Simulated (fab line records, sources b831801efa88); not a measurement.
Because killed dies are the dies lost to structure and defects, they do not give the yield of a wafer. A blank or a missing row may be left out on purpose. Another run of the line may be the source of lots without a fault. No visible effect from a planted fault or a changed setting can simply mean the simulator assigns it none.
Commonality check across tools ; flow sky130 ; 14 lots and 42 wafers in the sample

## WHY THIS WAS OPENED
Of 14 lots, 2 have the reading VT_ADJUST_HVTR_TW flagged at SKY_VT_ADJUST_HVTR_TW_MEAS_11. Fault-free wafers read 209, with a standard deviation of 3.1.
Rule: flag the lot when none of its wafers has a number, or when each of its wafers that has one lies beyond 4 standard deviations from that mean. All remaining lots are regarded as sound.

lot;measured;on;VT_ADJUST_HVTR_TW, wafer by wafer;flag
L293;day 10 21:50;film-metro-03;208 207 208;
L295;day 11 19:26;film-metro-02;29 29 29;FLAGGED
L296;day 12 08:05;film-metro-03;30 30 30;FLAGGED
L300;day 13 06:10;film-metro-03;209 209 209;
L301;day 13 12:51;film-metro-03;209 210 210;
L302;day 14 02:56;film-metro-03;208 209 209;
L303;day 14 09:13;film-metro-02;206 205 205;
L304;day 14 14:38;film-metro-03;209 210 211;
L305;day 14 19:49;film-metro-02;206 205 205;
L306;day 15 00:57;film-metro-03;210 209 209;
L307;day 15 11:43;film-metro-04;213 215 216;
L308;day 15 23:53;film-metro-04;215 216 214;
L310;day 16 10:32;film-metro-03;212 211 212;
L311;day 16 13:53;film-metro-04;213 213 215;
On average the flagged lots' numbers are 30, which is -180 against the usual, or -58 standard deviations.

## LOT BY LOT: THE TOOL USED
The record holds 2 process steps before the reading, out of a route of 708 steps. Every cell lists first the tool, next ch and the chambers used by the sampled wafers, and last the start.
lot;flag;SKY_VT_ADJUST_NCORE_STRIP_10;SKY_VT_ADJUST_HVTR_STRIP_10
L293;;plasma-asher-01 ch 0,1, day 9 22:53;plasma-asher-02 ch 0,1, day 10 21:44
L295;FLAGGED;plasma-asher-03 ch 0,1, day 10 19:29;plasma-asher-01 ch 0,1, day 11 19:20
L296;FLAGGED;plasma-asher-03 ch 0,1, day 11 07:47;plasma-asher-01 ch 0,1, day 12 07:59
L300;;plasma-asher-04 ch 0,1, day 12 05:04;plasma-asher-02 ch 0,1, day 13 06:04
L301;;plasma-asher-03 ch 0,1, day 12 12:23;plasma-asher-01 ch 0,1, day 13 12:45
L302;;plasma-asher-03 ch 0,1, day 13 01:26;plasma-asher-02 ch 0,1, day 14 02:50
L303;;plasma-asher-03 ch 0,1, day 13 07:01;plasma-asher-01 ch 0,1, day 14 09:07
L304;;plasma-asher-03 ch 0,1, day 13 12:26;plasma-asher-04 ch 0,1, day 14 14:32
L305;;plasma-asher-03 ch 0,1, day 13 16:40;plasma-asher-04 ch 0,1, day 14 19:43
L306;;plasma-asher-03 ch 0,1, day 13 22:23;plasma-asher-02 ch 0,1, day 15 00:50
L307;;plasma-asher-04 ch 0,1, day 14 08:35;plasma-asher-02 ch 0,1, day 15 11:37
L308;;plasma-asher-03 ch 0,1, day 14 20:11;plasma-asher-01 ch 1, day 15 23:47
L310;;plasma-asher-04 ch 0,1, day 15 06:11;plasma-asher-04 ch 0,1, day 16 10:25
L311;;plasma-asher-03 ch 1, day 15 09:38;plasma-asher-01 ch 0,1, day 16 13:46
What these steps do:
- SKY_VT_ADJUST_NCORE_STRIP_10: strips in O2/N2.
- SKY_VT_ADJUST_HVTR_STRIP_10: strips in O2/N2.
- SKY_VT_ADJUST_HVTR_TW_MEAS_11

## FLAGGED OVER TOTAL, TOOL BY TOOL (the gauges that took the reading come last)
step;tool;lots run;flagged;share of the flagged lots;sound lots run after its first flagged lot
SKY_VT_ADJUST_NCORE_STRIP_10;plasma-asher-01;1;0;none;-
SKY_VT_ADJUST_NCORE_STRIP_10;plasma-asher-03;10;2;all;8 (L301,L302,L303,L304,L305,L306,L308,L311)
SKY_VT_ADJUST_NCORE_STRIP_10;plasma-asher-04;3;0;none;-
SKY_VT_ADJUST_HVTR_STRIP_10;plasma-asher-01;6;2;all;4 (L301,L303,L308,L311)
SKY_VT_ADJUST_HVTR_STRIP_10;plasma-asher-02;5;0;none;-
SKY_VT_ADJUST_HVTR_STRIP_10;plasma-asher-04;3;0;none;-
SKY_VT_ADJUST_HVTR_TW_MEAS_11;film-metro-02;3;1;some;2 (L303,L305)
SKY_VT_ADJUST_HVTR_TW_MEAS_11;film-metro-03;8;1;some;6 (L300,L301,L302,L304,L306,L310)
SKY_VT_ADJUST_HVTR_TW_MEAS_11;film-metro-04;3;0;none;-

## WHAT THE TABLE ALLOWS
Rows of the table that ran all the flagged lots, 2 in number: plasma-asher-03 at SKY_VT_ADJUST_NCORE_STRIP_10; plasma-asher-01 at SKY_VT_ADJUST_HVTR_STRIP_10.
- plasma-asher-03 at SKY_VT_ADJUST_NCORE_STRIP_10 ran 10 lots, 2 of them flagged. Sound lots ran on it after the first flagged one (L301, L302, L303, L304, L305, L306, L308, L311), which a lasting fault on the whole tool wouldn't allow. On the flagged lots its readings are blank where sound lots have values: chamber-pressure-mTorr, drypump-motor-current-A, oes-product-au, strip-time-to-endpoint-s.
- plasma-asher-01 at SKY_VT_ADJUST_HVTR_STRIP_10 ran 6 lots, 2 of them flagged. Sound lots ran on it after the first flagged one (L301, L303, L308, L311), which a lasting fault on the whole tool wouldn't allow. Its own readings (strip-time-to-endpoint-s) fall more than 4 standard deviations out on all wafers of the flagged lots.
No row of the table ran every flagged lot and no sound lot after the first.

## WHAT THE SIMULATOR HAD INSERTED
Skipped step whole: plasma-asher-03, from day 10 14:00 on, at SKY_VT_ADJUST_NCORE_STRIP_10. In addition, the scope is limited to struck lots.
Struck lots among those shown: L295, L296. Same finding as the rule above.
